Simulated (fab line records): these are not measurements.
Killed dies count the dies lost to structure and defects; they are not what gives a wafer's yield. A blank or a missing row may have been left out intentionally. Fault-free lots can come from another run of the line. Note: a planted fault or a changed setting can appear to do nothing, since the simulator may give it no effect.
fab line records ; flow sfq-line
record lots=5; wafers=15; last-day=81
route steps=325 shown M0@32 I0@43
lots that met no fault: taken from a fault-free run of the same line
start-h: the number of hours between the record's first day and the start of the first shown wafer of the lot ; wait-h: time in hours since the lot's previous step ; " as in the row above ; L1.1+2: a row that stands for several wafers ; - no value, or no start given ; * or withheld: withheld ; < > ~ a bound
route shown NAME@n: NAME is a module with steps in the file, n the number in the route of the first one ; usual: mean/standard deviation of fault-free wafers ; same: alike in all rows ; chamber/n: place in a boat ; sites: the reading at each site ; _std_site: the values' standard deviation ; _edge_site: outer sites' mean less inner sites' ; radius-mm: how far each site lies from the wafer's centre ; mask NAME#n: copy n ; behind: the tool/chamber that last shaped the wafer ; hold: the reason the lot was held/the length of the hold in hours/how it ended ; device: whichever transistor did not switch (one of n, p or np) ; end of line: tests run on the same wafers once the route is complete ; step lacking rows: just its recipe ; killed: dies that structure and defects cost at the first sort, which is not the same as the wafer's yield ; map: a wafer's dies, x killed, . not, _ none there
set.NAME: the run value of the setting; set.NAME@STEP: its run value at that earlier step ; model.NAME: the simulator's own value behind a step, which no gauge read
lots seen at some steps along the route; tables by step, rows by wafer
services: when a tool's chamber went out of use (start-h, in hours from the record's first day, below 0 if earlier), for how many hours, and the reason
## steps
# step SFQ_TRILAYER_M0_LITHO_COAT_026
# recipe resist=BARC; spin-rpm=3000; resist-thk-nm=62
# step SFQ_TRILAYER_M0_LITHO_COAT_021
# recipe resist=KrF; spin-rpm=3000; resist-thk-nm=600
# step SFQ_TRILAYER_M0_LITHO_SOFTBAKE_025
# recipe temp-c=withheld; time-s=withheld; resist=KrF
# step SFQ_TRILAYER_M0_LITHO_EXPOSE_022
# recipe mask-id=M0; na=0.6; source-shape=conventional; sigma-outer=0.65; target-cd-nm=500; dose-mj=14.4
# step SFQ_TRILAYER_M0_LITHO_PEB_024
# recipe peb-temp-c=115; peb-time-s=60; resist=KrF
# step SFQ_TRILAYER_M0_LITHO_DEVELOP_023
# recipe time-s=60; resist=KrF
# step SFQ_M0_OVL_MEAS_906
# usual M0_OVL=-2/6.7
lot.wafer;tool;chamber;start-h;wait-h;M0_OVL[nm]
L782.1;overlay-01;-;269.92;0.1;1
L782.2;overlay-01;-;269.92;0.1;8
L782.3;overlay-01;-;269.92;0.1;-1
L783.1;overlay-01;-;277.12;0.1;1
L783.2;overlay-01;-;277.12;0.1;6
L783.6;overlay-01;-;277.12;0.1;8
L788.3;overlay-02;-;322.55;0.1;2
L788.4;overlay-02;-;322.55;0.1;-4
L788.6;overlay-02;-;322.55;0.1;-6
L791.2;overlay-01;-;342.12;0.1;10
L791.4;overlay-01;-;342.12;0.1;9
L791.6;overlay-01;-;342.12;0.1;10
L802.1;overlay-02;-;444.86;0.1;-4
L802.4;overlay-02;-;444.86;0.1;5
L802.6;overlay-02;-;444.86;0.1;3
# step SFQ_TRILAYER_M0_BARC_OPEN_METAL_ETCH_031
# recipe mask-material=PR; chemistry=O2; target-depth-nm=125; target=BARC; icp-w=600; bias-w=80; pressure-mtorr=10; time-s=41.7
# usual drypump-motor-current-A=6.0/0.4; oes-product-au=0.685/0.0046
lot.wafer;tool;chamber;start-h;wait-h;drypump-motor-current-A;oes-product-au;rf-hours-counter-h
L782.1;rie-metal-04;0;269.96;0.0;5.3;0.683;123
L782.2;rie-metal-04;1;269.96;0.0;5.8;0.678;17
L782.3;rie-metal-04;1;269.96;0.0;5.8;0.687;-
L783.1;rie-metal-02;0;277.16;0.0;6.4;0.688;73
L783.2;rie-metal-02;1;277.16;0.0;6.2;0.691;189
L783.6;rie-metal-02;0;277.16;0.0;6.4;0.688;-
L788.3;rie-metal-04;0;322.59;0.0;5.2;0.687;-
L788.4;rie-metal-04;1;322.59;0.0;5.8;0.684;-
L788.6;rie-metal-04;0;322.59;0.0;5.3;0.691;-
L791.2;rie-metal-03;0;342.15;0.0;5.8;0.687;23
L791.4;rie-metal-03;0;342.15;0.0;5.7;0.683;-
L791.6;rie-metal-03;1;342.15;0.0;6.3;0.681;-
L802.1;rie-metal-02;0;444.89;0.0;6.4;0.679;106
L802.4;rie-metal-02;1;444.89;0.0;6.2;0.678;-
L802.6;rie-metal-02;1;444.89;0.0;6.2;0.681;-
# step SFQ_TRILAYER_M0_ETCH_METAL_ETCH_024
# recipe target=Nb; stop-on=SiO2; mask-material=PR; chemistry=Cl2/Ar; target-depth-nm=240; icp-w=600; bias-w=80; pressure-mtorr=10; time-s=120
# usual drypump-motor-current-A=6.0/0.4; oes-product-au=0.894/0.0069
lot.wafer;tool;chamber;start-h;wait-h;drypump-motor-current-A;oes-product-au;rf-hours-counter-h
L782.1;rie-metal-04;0;270.02;0.0;5.3;0.900;123
L782.2;rie-metal-04;1;270.02;0.0;5.8;0.896;17
L782.3;rie-metal-04;1;270.02;0.0;5.8;0.901;-
L783.1;rie-metal-02;0;277.22;0.0;6.3;0.896;73
L783.2;rie-metal-02;1;277.22;0.0;6.2;0.885;189
L783.6;rie-metal-02;0;277.22;0.0;6.4;0.884;-
L788.3;rie-metal-04;0;322.67;0.1;5.3;0.893;-
L788.4;rie-metal-04;1;322.67;0.1;5.8;0.892;-
L788.6;rie-metal-04;0;322.67;0.1;5.3;0.887;-
L791.2;rie-metal-03;0;342.21;0.0;5.7;0.905;23
L791.4;rie-metal-03;0;342.21;0.0;5.7;0.902;-
L791.6;rie-metal-03;1;342.21;0.0;6.3;0.899;-
L802.1;rie-metal-02;0;444.95;0.0;6.3;0.890;107
L802.4;rie-metal-02;1;444.95;0.0;6.2;0.894;-
L802.6;rie-metal-02;1;444.95;0.0;6.2;0.904;-
# step SFQ_TRILAYER_M0_STRIP_STRIP_025
# recipe gas=O2; power-w=200; platen-temp-c=40; overash-fraction=0.65; chemistry=O2; pressure-mtorr=50
# usual drypump-motor-current-A=6.0/0.4; oes-product-au=1.002/0.0078
lot.wafer;tool;chamber;start-h;wait-h;drypump-motor-current-A;oes-product-au;rf-hours-counter-h
L782.1;rie-metal-04;0;270.14;0.1;5.3;0.999;123
L782.2;rie-metal-04;1;270.14;0.1;5.8;1.018;17
L782.3;rie-metal-04;1;270.14;0.1;5.8;1.013;-
L783.1;rie-metal-02;0;277.34;0.1;6.4;0.990;73
L783.2;rie-metal-02;1;277.34;0.1;6.2;1.015;189
L783.6;rie-metal-02;0;277.34;0.1;6.4;1.002;-
L788.3;rie-metal-04;0;322.95;0.2;5.3;1.000;-
L788.4;rie-metal-04;1;322.95;0.2;5.8;1.007;-
L788.6;rie-metal-04;0;322.95;0.2;5.3;1.007;-
L791.2;rie-metal-03;0;342.34;0.1;5.7;1.005;23
L791.4;rie-metal-03;0;342.34;0.1;5.8;0.996;-
L791.6;rie-metal-03;1;342.34;0.1;6.3;0.994;-
L802.1;rie-metal-02;0;445.08;0.1;6.4;0.998;107
L802.4;rie-metal-02;1;445.08;0.1;6.2;0.997;-
L802.6;rie-metal-02;1;445.08;0.1;6.2;1.009;-
# step SFQ_TRILAYER_M0_STRIP_SOLV_CLEAN_026
# recipe chemistry=NMP; temp-c=70; time-s=600
# step SFQ_TRILAYER_I0_DEP_PECVD_027
# recipe material=SiO2; temp-c=150; time-s=111.11; pressure-torr=2.4; rf-w=183.3; precursor=SiH4/N2O; target-thk-nm=500
# usual chamber-pressure-Torr=2.400/0.005; heater-power-w=79/16; throttle-valve-pct=24.1/0.8
lot.wafer;tool;chamber;start-h;wait-h;chamber-pressure-Torr;heater-power-w;since-wet-clean-h;throttle-valve-pct
L782.1;pecvd-02;1;270.92;0.0;2.398;100;63;23.3
L782.2;pecvd-02;0;270.92;0.0;2.393;70;63;23.2
L782.3;pecvd-02;2;270.92;0.0;2.403;49;63;23.1
L783.1;pecvd-03;2;278.12;0.0;2.393;78;823;23.8
L783.2;pecvd-03;0;278.12;0.0;2.406;70;823;25.7
L783.6;pecvd-03;1;278.12;0.0;2.407;76;-;25.3
L788.3;pecvd-04;0;323.53;0.0;2.399;85;485;24.1
L788.4;pecvd-04;2;323.53;0.0;2.399;81;-;24.4
L788.6;pecvd-04;0;323.53;0.0;2.404;90;-;24.1
L791.2;pecvd-04;0;343.11;0.0;2.401;87;504;24.0
L791.4;pecvd-04;0;343.11;0.0;2.402;92;-;23.9
L791.6;pecvd-04;2;343.11;0.0;2.394;82;-;24.1
L802.1;pecvd-04;2;445.85;0.0;2.407;70;607;24.5
L802.4;pecvd-04;1;445.85;0.0;2.401;82;-;23.8
L802.6;pecvd-04;0;445.85;0.0;2.407;81;-;24.3
# step SFQ_TRILAYER_I0_CMP_CMP_028
# recipe material=SiO2; down-force-psi=3; platen-rpm=60; pad-velocity-m-s=0.94248
# usual motor-current-A=10.1/1.2; platen-rpm=60.00/0.041; time-to-endpoint-s=217/7.9
lot.wafer;tool;chamber;start-h;wait-h;motor-current-A;platen-rpm;time-to-endpoint-s
L782.3;cmp-01;0;275.28;4.3;10.4;60.07;230
L782.2;cmp-01;1;275.28;4.3;9.8;60.02;216
L782.1;cmp-01;2;275.28;4.3;11.1;59.99;226
L783.2;cmp-02;3;281.15;3.0;8.2;59.91;208
L783.1;cmp-02;1;282.15;4.0;11.3;59.98;205
L783.6;cmp-02;0;283.65;5.4;11.1;60.01;219
L788.4;cmp-02;2;326.08;2.5;9.7;59.99;218
L788.3;cmp-02;3;326.08;2.5;7.8;59.95;209
L788.6;cmp-02;1;327.58;4.0;10.4;65.95;196
L791.2;cmp-01;0;348.21;5.1;10.0;60.02;219
L791.4;cmp-01;3;349.71;6.5;10.3;59.96;223
L791.6;cmp-01;1;350.71;7.5;9.3;60.08;213
L802.1;cmp-01;2;445.93;0.0;10.8;60.02;215
L802.4;cmp-01;0;447.01;1.1;10.2;60.05;230
L802.6;cmp-01;2;448.09;2.2;11.3;60.09;221
# step SFQ_I0_BOW_MEAS_907
# recipe mode=bow
# usual I0_BOW=1/7.1
lot.wafer;tool;chamber;start-h;wait-h;I0_BOW[um]
L782.1;film-metro-02;-;277.78;1.0;5
L782.2;film-metro-02;-;277.78;1.0;9
L782.3;film-metro-02;-;277.78;1.0;5
L783.1;film-metro-02;-;284.15;1.5;1
L783.2;film-metro-02;-;284.15;1.5;2
L783.6;film-metro-02;-;284.15;1.5;4
L788.3;film-metro-02;-;328.62;1.5;-6
L788.4;film-metro-02;-;328.62;1.5;-7
L788.6;film-metro-02;-;328.62;1.5;-11
L791.2;film-metro-04;-;351.23;2.5;15
L791.4;film-metro-04;-;351.23;2.5;6
L791.6;film-metro-04;-;351.23;2.5;6
L802.1;film-metro-03;-;449.16;2.7;2
L802.4;film-metro-03;-;449.16;2.7;2
L802.6;film-metro-03;-;449.16;2.7;8
## services
tool;chamber;start-h;hours;kind
pecvd-04;1;249.98;2.2;repair
pecvd-03;-;255.49;1.5;repair
cmp-02;-;270.23;4.9;repair
rie-metal-02;1;281.69;-;clean
rie-metal-02;1;281.69;20.9;scheduled-down
cmp-01;-;292.49;1.8;repair
cmp-01;-;293.58;0.5;repair
cmp-02;-;296.15;5.4;pm
cmp-01;-;317.88;1.7;repair
rie-metal-03;-;332.40;2.8;pm
rie-metal-03;-;335.15;1.4;pm
rie-metal-03;1;335.28;2.1;repair
rie-metal-04;-;366.05;0.5;repair
cmp-01;-;367.15;8.9;pm
cmp-02;-;373.75;1.9;repair
rie-metal-03;-;375.93;0.9;repair
rie-metal-03;-;403.60;28.1;pm
cmp-01;-;406.77;4.0;pm
rie-metal-04;-;426.55;2.8;pm
cmp-01;-;427.69;0.2;repair
cmp-01;-;428.68;1.3;repair
cmp-02;-;435.17;3.4;pm
pecvd-04;-;439.39;2.5;repair
cmp-01;-;440.61;0.5;repair
## key
first-sign step=SFQ_TRILAYER_I0_CMP_CMP_028; reading=platen-rpm; direction=up; sigmas=99+; usual=60.00; struck=65.95
effect none on later readings
met-at SFQ_TRILAYER_I0_CMP_CMP_028
struck-wafers L788.6
onset-between 281.15 326.08
fault kind=process-parameter-drift; tool=cmp-02; chamber=1; onset-h=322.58; steps=SFQ_TRILAYER_I0_CMP_CMP_028; channel=platen-rpm; offset=6; shape=step; end-h=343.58; acts-in=these-recipes-only; stated=60
